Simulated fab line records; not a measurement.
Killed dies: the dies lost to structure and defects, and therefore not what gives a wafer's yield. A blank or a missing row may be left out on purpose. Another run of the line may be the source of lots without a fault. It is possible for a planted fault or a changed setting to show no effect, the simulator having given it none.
fab line records	flow sky130
record lots=6	wafers=18	last-day=50
route steps=708 shown POLY_GATE@235 LDD_N@237 LDD_P@255 PAD_OPEN@708
lots that met no fault: taken from a fault-free run of the same line
start-h: start of the lot's first displayed wafer, in hours after the record's first day	wait-h: how many hours have passed since the lot's step before this one	" identical to the entry in the row above	L1.1+2: a single row standing in for several wafers	- no value present, or no start provided	* or withheld: withheld	< > ~ a bound
route shown NAME@n: NAME is a module with steps in the file, n the number in the route of the first one	usual: average and standard deviation across the fault-free wafers	same: alike in all rows	chamber/n: place in a boat	sites: the reading at each site	_std_site: the standard deviation of these	_edge_site: mean of outer sites minus mean of inner sites	radius-mm: for every site, how far away it sits from the centre of the wafer	mask NAME#n: copy n	behind: the tool/chamber that last shaped the wafer	hold: why the lot went on hold/how many hours it stayed there/how the hold came to an end	device: the n, p or np transistor that did not switch	end of line: the tests these same wafers got at the end of their route	a step with no rows: only its recipe	killed: count of dies lost to structure and defects at first sort (not the wafer's yield)	map: per-die view of a wafer (x killed, . not killed, _ where there is no die)
set.NAME: the setting that was run; set.NAME@STEP: the one run at that earlier step	model.NAME: the simulator's own value behind a step, which no gauge read
lots seen at some steps along the route; tables by step, rows by wafer
services: a tool's chamber out of use, with start hour (start-h, from the record's first day; less than 0 if before it), hours out, and reason
## steps
# step SKY_POLY_GATE_THK_MEAS_21
# recipe reads=SiO2_of_POLY_GATE_OXIDATION_20
# usual POLY_GATE_OXIDATION_THK=4.01/0.069
lot.wafer	tool	chamber	start-h	wait-h	POLY_GATE_OXIDATION_THK[nm]
L819.1	film-metro-01	-	379.52	0.0	4.03
L819.2	"	-	"	"	4.09
L819.4	"	-	"	"	4.05
L820.4	film-metro-04	-	390.59	0.0	4.11
L820.5	"	-	"	"	4.04
L820.6	"	-	"	"	4.01
L824.2	film-metro-01	-	427.96	0.0	3.95
L824.4	"	-	"	"	4.01
L824.6	"	-	"	"	4.03
L830.2	film-metro-04	-	486.54	0.0	3.95
L830.5	"	-	"	"	4.08
L830.6	"	-	"	"	4.10
L838.1	film-metro-03	-	554.81	0.0	4.08
L838.2	"	-	"	"	4.05
L838.6	"	-	"	"	4.04
L841.2	film-metro-04	-	568.56	0.0	3.97
L841.5	"	-	"	"	4.01
L841.6	"	-	"	"	4.04
# step SKY_POLY_GATE_CD_MEAS_22
# usual cd-nm=150.8/2.2
lot.wafer	tool	chamber	start-h	wait-h	cd-nm
L819.1	cd-sem-02	-	379.58	0.1	148.6
L819.2	"	-	"	"	152.6
L819.4	"	-	"	"	153.6
L820.4	cd-sem-01	-	390.70	0.1	148.4
L820.5	"	-	"	"	149.7
L820.6	"	-	"	"	151.6
L824.2	cd-sem-02	-	428.04	0.1	150.9
L824.4	"	-	"	"	150.3
L824.6	"	-	"	"	153.9
L830.2	cd-sem-02	-	486.62	0.1	151.9
L830.5	"	-	"	"	154.5
L830.6	"	-	"	"	148.6
L838.1	cd-sem-02	-	554.87	0.1	152.6
L838.2	"	-	"	"	155.3
L838.6	"	-	"	"	155.7
L841.2	cd-sem-01	-	568.64	0.1	152.0
L841.5	"	-	"	"	152.4
L841.6	"	-	"	"	153.1
# step SKY_LDD_N_DEHYDRATE_00
# recipe temp-c=200	time-s=60
# step SKY_LDD_N_HMDS_01
# recipe prime-time-s=60	prime-temp-c=120
# step SKY_LDD_N_COAT_02
# recipe resist=NOVOLAK	spin-rpm=3000	resist-thk-nm=300
# step SKY_LDD_N_SOFTBAKE_03
# recipe temp-c=90	time-s=60	resist=NOVOLAK
# step SKY_LDD_N_EXPOSE_04
# recipe mask-id=NTM	target-cd-nm=840	na=0.6	source-shape=conventional	sigma-outer=0.6	dose-mj=110
# step SKY_LDD_N_PEB_05
# recipe temp-c=withheld	time-s=*	resist=NOVOLAK
# step SKY_LDD_N_DEVELOP_06
# recipe develop-time-s=60	dev-temp-c=23
# step SKY_LDD_N_OVL_MEAS_07
# usual LDD_N_OVL=0.3/1.4
lot.wafer	tool	chamber	start-h	wait-h	LDD_N_OVL[nm]
L819.1	overlay-01	-	408.35	0.1	-0.8
L819.2	"	-	"	"	-0.4
L819.4	"	-	"	"	-0.1
L820.4	overlay-01	-	419.52	0.1	-0.9
L820.5	"	-	"	"	2.2
L820.6	"	-	"	"	1.0
L824.2	overlay-01	-	458.30	0.1	0.7
L824.4	"	-	"	"	0.1
L824.6	"	-	"	"	0.6
L830.2	overlay-01	-	516.54	0.1	-1.8
L830.5	"	-	"	"	-0.1
L830.6	"	-	"	"	-3.2
L838.1	overlay-02	-	583.54	0.1	1.7
L838.2	"	-	"	"	-0.9
L838.6	"	-	"	"	-0.8
L841.2	overlay-01	-	596.85	0.1	-0.9
L841.5	"	-	"	"	0.3
L841.6	"	-	"	"	0.0
# step SKY_LDD_N_IMPLANT_08
# recipe species=As	energy-kev=20	dose-cm2=7.5e+13	tilt-deg=withheld	rotation-deg=23
# step SKY_LDD_N_IMPLANT_09
# recipe species=As	energy-kev=20	dose-cm2=7.5e+13	tilt-deg=withheld	rotation-deg=113
# step SKY_LDD_N_IMPLANT_10
# recipe species=As	energy-kev=20	dose-cm2=7.5e+13	tilt-deg=withheld	rotation-deg=203
# usual beam-on-s=10.01/0.17	end-station-pressure-torr=5.31e-06/2.7e-07
# same implant-ion-amu=75
lot.wafer	tool	chamber	start-h	wait-h	beam-on-s	end-station-pressure-torr
L819.1	implanter-02	0	408.68	0.1	9.96	5.33e-06
L819.2	"	0	"	"	10.01	5.03e-06
L819.4	"	0	"	"	10.20	5.26e-06
L820.4	implanter-04	0	419.91	0.1	10.25	5.29e-06
L820.5	"	0	"	"	9.76	5.36e-06
L820.6	"	0	"	"	9.93	5.31e-06
L824.2	implanter-01	0	458.66	0.1	10.09	5.24e-06
L824.4	"	0	"	"	9.91	5.51e-06
L824.6	"	0	"	"	9.96	5.47e-06
L824.2	implanter-01	0	458.98	0.3	9.92	5.07e-06
L824.4	"	0	"	"	10.28	4.94e-06
L824.6	"	0	"	"	10.21	5.49e-06
L830.2	implanter-02	0	516.90	0.1	10.24	5.43e-06
L830.5	"	0	"	"	9.94	5.51e-06
L830.6	"	0	"	"	9.92	5.43e-06
L830.2	implanter-02	0	517.21	0.3	10.00	5.31e-06
L830.5	"	0	"	"	10.13	5.07e-06
L830.6	"	0	"	"	10.30	5.58e-06
L838.1	implanter-04	0	583.87	0.1	10.18	5.56e-06
L838.2	"	0	"	"	9.96	5.17e-06
L838.6	"	0	"	"	9.85	5.38e-06
L841.2	implanter-02	0	597.21	0.1	9.72	4.92e-06
L841.5	"	0	"	"	9.94	5.55e-06
L841.6	"	0	"	"	9.99	5.38e-06
# step SKY_LDD_N_IMPLANT_11
# recipe species=As	energy-kev=20	dose-cm2=7.5e+13	tilt-deg=withheld	rotation-deg=293
# step SKY_LDD_N_IMPLANT_12
# recipe species=BF2	energy-kev=50	dose-cm2=5e+12	tilt-deg=30	rotation-deg=0
# step SKY_LDD_N_IMPLANT_13
# recipe species=BF2	energy-kev=50	dose-cm2=5e+12	tilt-deg=30	rotation-deg=90
# step SKY_LDD_N_IMPLANT_14
# recipe species=BF2	energy-kev=50	dose-cm2=5e+12	tilt-deg=30	rotation-deg=180
# step SKY_LDD_N_IMPLANT_15
# recipe species=BF2	energy-kev=50	dose-cm2=5e+12	tilt-deg=30	rotation-deg=270
# step SKY_LDD_N_STRIP_16
# recipe chemistry=O2/N2	power-w=1400	pressure-mtorr=1500	platen-temp-c=withheld	o2-flow-sccm=3000	n2-flow-sccm=300	overash-fraction=0.5
# usual drypump-motor-current-A=5.6/0.4	oes-product-au=0.407/0.0044	strip-time-to-endpoint-s=4.322/0.015
lot.wafer	tool	chamber	start-h	wait-h	drypump-motor-current-A	oes-product-au	rf-hours-counter-h	strip-time-to-endpoint-s
L819.1	plasma-asher-02	0	409.58	0.1	5.6	0.412	72	4.306
L819.2	"	1	"	"	5.4	0.409	72	4.306
L819.4	"	1	"	"	5.4	0.404	-	4.299
L820.4	plasma-asher-01	0	420.77	0.1	5.4	0.410	-	4.316
L820.5	"	0	"	"	5.4	0.402	-	4.315
L820.6	"	1	"	"	5.7	0.408	-	4.322
L824.2	plasma-asher-02	0	459.85	0.1	5.7	0.408	3	4.534
L824.4	"	1	"	"	5.4	0.408	-	4.532
L824.6	"	1	"	"	5.4	0.410	-	4.551
L830.2	plasma-asher-02	1	518.09	0.1	5.4	0.410	10	4.538
L830.5	"	0	"	"	5.7	0.402	-	4.532
L830.6	"	1	"	"	5.4	0.403	-	4.511
L838.1	plasma-asher-02	1	584.77	0.1	5.4	0.406	16	4.317
L838.2	"	0	"	"	5.7	0.410	16	4.328
L838.6	"	1	"	"	5.4	0.412	-	4.310
L841.2	plasma-asher-04	1	598.08	0.1	5.0	0.409	93	4.322
L841.5	"	0	"	"	6.3	0.401	-	4.339
L841.6	"	1	"	"	5.0	0.401	-	4.320
# step SKY_LDD_N_TW_MEAS_17
# usual LDD_N_TW=2587/22
lot.wafer	tool	chamber	start-h	wait-h	LDD_N_TW
L819.1	film-metro-02	-	409.68	0.1	2561
L819.2	"	-	"	"	2569
L819.4	"	-	"	"	2555
L820.4	film-metro-01	-	420.86	0.1	2596
L820.5	"	-	"	"	2609
L820.6	"	-	"	"	2604
L824.2	film-metro-01	-	459.96	0.1	2674
L824.4	"	-	"	"	2674
L824.6	"	-	"	"	2686
L824.2	film-metro-01	-	460.19	0.2	2677
L824.4	"	-	"	"	2681
L824.6	"	-	"	"	2679
L830.2	film-metro-02	-	518.20	0.1	2679
L830.5	"	-	"	"	2659
L830.6	"	-	"	"	2681
L830.2	film-metro-02	-	518.44	0.2	2689
L830.5	"	-	"	"	2669
L830.6	"	-	"	"	2674
L838.1	film-metro-03	-	584.87	0.1	2605
L838.2	"	-	"	"	2611
L838.6	"	-	"	"	2611
L841.2	film-metro-01	-	598.19	0.1	2598
L841.5	"	-	"	"	2601
L841.6	"	-	"	"	2610
# step SKY_LDD_P_DEHYDRATE_00
# recipe temp-c=200	time-s=60
# step SKY_PAD_OPEN_PROBE_99
# usual killed_at_M0_to_M3=44/6.4	killed_at_M4_up=3.6/2.1	killed-at-contacts=23/5.1	killed-at-front-end=15/4.3	killed-at-other=0.3/0.56	killed-dies=86/9	killed-on-rim=17/3.3	killed-open=47/6.4	killed-short=39/5.8
# same gross-dies=492	killed-at-back-side=0
lot.wafer	tool	chamber	start-h	wait-h	killed_at_M0_to_M3	killed_at_M4_up	killed-at-contacts	killed-at-front-end	killed-at-other	killed-dies	killed-on-rim	killed-open	killed-short	model.etest.tip-n.rs-ohm-sq	model.etest.nfet_01v8_swapped.vt-sat-v	model.etest.nfet_01v8_turned.vt-sat-v	model.etest.nfet_01v8_lvt.vt-v
L819.1	prober-02	-	1081.67	0.1	50	5	22	17	0	94	21	54	40	440.2	0.6331	0.638	0.6048
L819.2	prober-02	-	1081.72	0.1	48	5	28	22	0	103	17	52	51	439.3	0.6451	0.6476	0.6048
L819.4	prober-02	-	1081.82	0.2	65	1	21	18	0	105	20	57	48	437.8	0.6405	0.6425	0.602
L820.4	prober-01	-	1084.80	0.2	43	2	18	15	0	78	15	44	34	437.6	0.6438	0.646	0.6082
L820.5	prober-01	-	1084.85	0.2	38	5	17	11	1	72	15	38	34	441.6	0.6624	0.665	0.6218
L820.6	prober-01	-	1084.90	0.2	49	5	26	5	0	85	16	47	38	435.7	0.6487	0.6499	0.6096
L824.2	prober-02	-	1112.98	0.1	48	2	32	15	1	98	21	64	33	395.4	0.6299	0.6324	0.5955
L824.4	prober-02	-	1113.08	0.2	43	3	22	25	1	94	21	49	45	393.7	0.6419	0.6378	0.6101
L824.6	prober-02	-	1113.18	0.2	34	0	23	18	1	76	18	44	32	395.1	0.6326	0.6351	0.6
L830.2	prober-02	-	1140.88	0.1	41	3	20	10	0	74	12	37	37	389.2	0.6374	0.6399	0.6051
L830.5	prober-02	-	1141.03	0.2	39	2	37	12	1	91	13	54	37	391.8	0.6344	0.634	0.6014
L830.6	prober-02	-	1141.08	0.2	34	11	26	15	0	86	18	44	42	389.8	0.6294	0.6313	0.5976
L838.1	prober-01	-	1190.33	0.1	34	6	22	24	0	86	11	46	40	444	0.659	0.6587	0.6174
L838.2	prober-01	-	1190.38	0.1	49	3	22	17	0	91	19	48	43	443.1	0.6639	0.6671	0.6232
L838.6	prober-01	-	1190.58	0.2	47	6	29	19	0	101	20	56	45	445.8	0.6608	0.6583	0.6156
L841.2	prober-02	-	1194.08	0.1	40	1	23	24	0	88	17	43	45	443	0.6576	0.6542	0.6178
L841.5	prober-02	-	1194.23	0.2	38	5	17	19	0	79	14	41	38	445.4	0.6701	0.6677	0.6278
L841.6	prober-02	-	1194.28	0.2	44	1	22	22	0	89	13	51	37	447.4	0.6516	0.6466	0.6076
# killed by level:class
L819.1 VIA1:geometric-particle:open=10 VIA3:geometric-particle:open=10 LI_CONTACT:geometric-particle:open=8 VIA1:geometric-particle:short=7 METAL1:geometric-particle:short=7 CONTACT:geometric-particle:open=6 VIA2:geometric-particle:open=6 FIELD_ISO:geometric-particle:open=5
L819.2 CONTACT:geometric-particle:open=12 VIA2:geometric-particle:open=8 VIA3:geometric-particle:open=7 VIA1:geometric-particle:short=7 POLY_GATE:geometric-particle:short=6 VIA3:geometric-particle:short=6 METAL3:geometric-particle:short=6 POLY_GATE:geometric-particle:open=5
L819.4 VIA3:geometric-particle:open=12 METAL2:geometric-particle:short=10 VIA3:geometric-particle:short=9 CONTACT:geometric-particle:open=8 VIA1:geometric-particle:open=8 VIA2:geometric-particle:open=8 LI_CONTACT:geometric-particle:open=6 VIA2:geometric-particle:short=6
L820.4 CONTACT:geometric-particle:open=10 VIA1:geometric-particle:open=9 METAL1:geometric-particle:short=7 VIA3:geometric-particle:open=7 FIELD_ISO:geometric-particle:short=5 LI_CONTACT:geometric-particle:open=4 METAL1:geometric-particle:open=4 VIA2:geometric-particle:open=4
L820.5 VIA3:geometric-particle:open=8 VIA1:geometric-particle:open=7 LOCAL_INTERCONNECT:geometric-particle:short=6 VIA2:geometric-particle:open=6 LI_CONTACT:geometric-particle:open=5 FIELD_ISO:geometric-particle:short=4 VIA2:geometric-particle:short=4 CONTACT:geometric-particle:open=3
L820.6 LI_CONTACT:geometric-particle:open=10 VIA1:geometric-particle:open=9 METAL1:geometric-particle:short=8 CONTACT:geometric-particle:open=7 VIA2:geometric-particle:open=6 VIA3:geometric-particle:open=6 CONTACT:geometric-particle:short=5 VIA3:geometric-particle:short=4
L824.2 VIA1:geometric-particle:open=15 CONTACT:geometric-particle:open=13 LI_CONTACT:geometric-particle:open=9 FIELD_ISO:geometric-particle:open=6 VIA3:geometric-particle:open=6 METAL2:geometric-particle:short=5 VIA2:geometric-particle:open=5 FIELD_ISO:geometric-particle:short=4
L824.4 VIA1:geometric-particle:open=10 METAL2:geometric-particle:short=10 LI_CONTACT:geometric-particle:open=8 FIELD_ISO:geometric-particle:open=7 FIELD_ISO:geometric-particle:short=6 CONTACT:geometric-particle:open=5 VIA2:geometric-particle:open=5 POLY_GATE:geometric-particle:open=4
L824.6 LI_CONTACT:geometric-particle:open=7 CONTACT:geometric-particle:open=7 VIA1:geometric-particle:short=7 VIA1:geometric-particle:open=6 VIA2:geometric-particle:open=5 FIELD_ISO:geometric-particle:open=4 POLY_GATE:geometric-particle:open=4 LOCAL_INTERCONNECT:geometric-particle:short=4
L830.2 CONTACT:geometric-particle:open=10 METAL1:geometric-particle:short=8 VIA1:geometric-particle:open=6 VIA3:geometric-particle:open=6 VIA2:geometric-particle:open=5 POLY_GATE:geometric-particle:open=4 LI_CONTACT:geometric-particle:open=4 METAL3:geometric-particle:short=4
L830.5 CONTACT:geometric-particle:open=15 LI_CONTACT:geometric-particle:open=11 VIA1:geometric-particle:open=8 CONTACT:geometric-particle:short=7 METAL2:geometric-particle:short=6 VIA2:geometric-particle:open=5 METAL3:geometric-particle:short=5 POLY_GATE:geometric-particle:short=4
L830.6 LI_CONTACT:geometric-particle:open=11 VIA1:geometric-particle:open=9 METAL4:geometric-particle:short=9 POLY_GATE:geometric-particle:open=6 METAL2:geometric-particle:short=6 CONTACT:geometric-particle:short=5 VIA2:geometric-particle:open=5 VIA3:geometric-particle:open=4
L838.1 POLY_GATE:geometric-particle:open=9 CONTACT:geometric-particle:open=7 VIA1:geometric-particle:short=7 FIELD_ISO:geometric-particle:open=6 VIA2:geometric-particle:open=6 LOCAL_INTERCONNECT:geometric-particle:short=5 METAL1:geometric-particle:short=5 VIA1:geometric-particle:open=5
L838.2 VIA1:geometric-particle:open=12 METAL2:geometric-particle:short=10 METAL1:geometric-particle:short=8 LI_CONTACT:geometric-particle:open=6 LOCAL_INTERCONNECT:geometric-particle:short=5 CONTACT:geometric-particle:open=5 VIA2:geometric-particle:open=5 POLY_GATE:geometric-particle:open=4
L838.6 LI_CONTACT:geometric-particle:open=11 VIA3:geometric-particle:open=9 VIA1:geometric-particle:open=8 FIELD_ISO:geometric-particle:open=6 LI_CONTACT:geometric-particle:short=6 METAL4:geometric-particle:short=6 CONTACT:geometric-particle:open=6 VIA1:geometric-particle:short=6
L841.2 VIA3:geometric-particle:open=7 CONTACT:geometric-particle:open=7 VIA1:geometric-particle:open=7 FIELD_ISO:geometric-particle:short=6 LOCAL_INTERCONNECT:geometric-particle:short=6 VIA1:geometric-particle:short=6 METAL2:geometric-particle:short=6 FIELD_ISO:geometric-particle:open=5
L841.5 VIA1:geometric-particle:open=9 FIELD_ISO:geometric-particle:short=7 VIA3:geometric-particle:open=7 CONTACT:geometric-particle:open=6 METAL2:geometric-particle:short=6 LI_CONTACT:geometric-particle:open=5 CONTACT:geometric-particle:short=4 METAL1:geometric-particle:short=4
L841.6 CONTACT:geometric-particle:open=11 VIA1:geometric-particle:open=9 FIELD_ISO:geometric-particle:open=6 FIELD_ISO:geometric-particle:short=5 CONTACT:geometric-particle:short=5 VIA1:geometric-particle:short=5 VIA2:geometric-particle:open=5 METAL2:geometric-particle:short=5
## services
tool	chamber	start-h	hours	kind
implanter-04	-	410.25	4.6	pm
plasma-asher-02	-	421.25	9.0	pm
plasma-asher-02	0	421.25	9.0	vent-cycle
plasma-asher-02	1	421.25	9.0	vent-cycle
plasma-asher-02	0	430.25	-	clean
plasma-asher-02	1	430.25	-	clean
plasma-asher-02	-	446.54	0.3	repair
implanter-01	-	451.53	1.7	pm
plasma-asher-02	-	576.68	1.1	repair
implanter-02	-	591.92	1.8	repair
## key
first-sign step=SKY_LDD_N_IMPLANT_10	reading=visit	direction=added
effect step=SKY_LDD_N_STRIP_16	reading=strip-time-to-endpoint-s	direction=up	sigmas=14	usual=*	struck=*
effect step=SKY_LDD_N_TW_MEAS_17	reading=visit	direction=added
model-effect step=SKY_PAD_OPEN_PROBE_99	value=etest.tip-n.rs-ohm-sq	without=448.9	struck=392.5
met-at SKY_LDD_N_IMPLANT_10
struck-wafers L824.2,L824.4,L824.6,L830.2,L830.5,L830.6
tester-left-out L824,L830
fault kind=repeated-step-whole	tool=implanter-01,implanter-02,implanter-04	chamber=-	onset-h=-	steps=SKY_LDD_N_IMPLANT_10	times=1	scope=struck-lots-only
# tester-left-out: of these lots the tester's yield and bins aren't shown, on N5 and GAA mostly nor the transistor test; their killed dies are dies lost to structure and defects alone, not to doping, threshold or leakage, so they don't give the yield
